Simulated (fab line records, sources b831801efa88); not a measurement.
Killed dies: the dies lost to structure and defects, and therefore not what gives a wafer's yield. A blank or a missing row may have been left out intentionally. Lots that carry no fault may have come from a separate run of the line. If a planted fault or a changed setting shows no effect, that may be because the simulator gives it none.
Chamber matching    flow gf180mcu    cmp-02 running GF_V1_CMP_04: 4 sister chambers
The step polishes SiO2. 8 wafers are shown with their chamber, then 9 later ones without.

## WAFERS WITH THEIR CHAMBER
wafer   chamber  motor current A (A)  time to endpoint s (s)
L246.1  0        12.0                 77
L246.6  1        12.0                 74
L248.1  0        11.3                 86
L248.2  2        13.4                 82
L248.6  1        12.2                 83
L262.2  3        11.2                 89
L262.4  2        12.6                 95
L262.5  3        12.1                 93

## WAFERS MISSING THEIR CHAMBER
wafer   motor current A (A)  time to endpoint s (s)
L265.1  12.3                 71
L265.3  12.5                 74
L265.4  12.0                 83
L266.1  12.8                 73
L266.3  13.3                 75
L266.6  11.9                 78
L260.1  13.7                 85
L260.4  10.9                 87
L260.6  11.9                 93

## EACH ONE'S CHAMBER
wafer   from the rows above                in truth
L265.1  can't be placed: 1 or 0 or 2       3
L265.3  can't be placed: 1 or 0 or 2       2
L265.4  can't be placed: 1 or 0 or 3 or 2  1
L266.1  can't be placed: 1 or 2 or 0 or 3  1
L266.3  can't be placed: 2 or 1 or 0 or 3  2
L266.6  can't be placed: 1 or 0 or 3       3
L260.1  can't be placed: 2 or 1            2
L260.4  can't be placed: 3 or 0 or 1       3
L260.6  can't be placed: 3 or 0 or 1 or 2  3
Correct placement for 0 of the 9. Unplaceable from these rows: 9, with the true chamber sitting among the candidates in 8. 0 placed wrongly.
How it was worked out, from the rows above alone: a wafer's distance from a chamber is the root of the sum, over the readings, of the square of ((its reading less the chamber's mean) divided by the reading's scatter). The wafer belongs to the nearest chamber; if the next one is less than 2 further off, it can't be placed. Each chamber's mean is taken over the wafers shown for it. How the scatter is found: for the shown wafers, subtract from each reading the mean of its chamber, square and add these, divide the total by (wafers less chambers), then take the root.
